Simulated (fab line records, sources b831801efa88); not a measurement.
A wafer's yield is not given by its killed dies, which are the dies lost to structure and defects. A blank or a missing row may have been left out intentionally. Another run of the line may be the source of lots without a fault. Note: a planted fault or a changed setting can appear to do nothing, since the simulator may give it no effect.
Which tool was responsible? ; flow gf180mcu ; Sampling: 6 lots, 18 wafers, 3 of 602 route steps

WHAT THE GAUGES READ, wafer by wafer
GF_MIM_THK_MEAS_11: measures by xrf.
lot;measured;on;MIM_ALCU_THK (nm)
L661;day 25 13:50;film-metro-02;194 196 192
L664;day 26 02:17;film-metro-02;206 197 198
L667;day 27 08:03;film-metro-04;196 196 197
L671;day 28 13:38;film-metro-01;201 198 198
L673;day 29 01:54;film-metro-01;197 201 197
L676;day 29 21:01;film-metro-02;195 198 198

WHAT TOOL EACH LOT RAN ON (gives the tool, then ch and the chambers of the sampled wafers, and finally the start)
lot;GF_V4_STRIP_18;GF_V4_SPUTTER_22
L661;plasma-asher-01 ch 0,1, day 25 12:05;pvd-sputter-04, day 25 12:41
L664;plasma-asher-04 ch 0,1, day 26 00:31;pvd-sputter-03, day 26 01:05
L667;plasma-asher-02 ch 0,1, day 27 06:14;pvd-sputter-04, day 27 06:52
L671;plasma-asher-01 ch 0,1, day 28 11:53;pvd-sputter-02, day 28 12:29
L673;plasma-asher-02 ch 1, day 29 00:08;pvd-sputter-02, day 29 00:44
L676;plasma-asher-02 ch 0, day 29 19:15;pvd-sputter-04, day 29 19:51
- GF_V4_STRIP_18: strips in O2/N2.
- GF_V4_SPUTTER_22: material TiN, target thk 10 nm, time 40 s.

THE ANSWER, worked out from the rows above alone
Rule: the usual values come from the lots themselves. Put in order of their means at a reading, lots are off if they are a third of the lots or fewer, leave a main group of 4 or more, and stand apart from it by a gap of 3 or more times the standard deviation of the main group's means; of several such gaps the widest counts. A main group whose means are all the same, to the digits that the tables above print for the reading, isn't used. A lot without any number at a reading at which 4 lots or more have one is off too. Where the step has rows for the other lots, those lots are counted as sound.
No lot is off at any reading shown: from this, nothing can be told.

WHAT THE SIMULATOR PUT IN
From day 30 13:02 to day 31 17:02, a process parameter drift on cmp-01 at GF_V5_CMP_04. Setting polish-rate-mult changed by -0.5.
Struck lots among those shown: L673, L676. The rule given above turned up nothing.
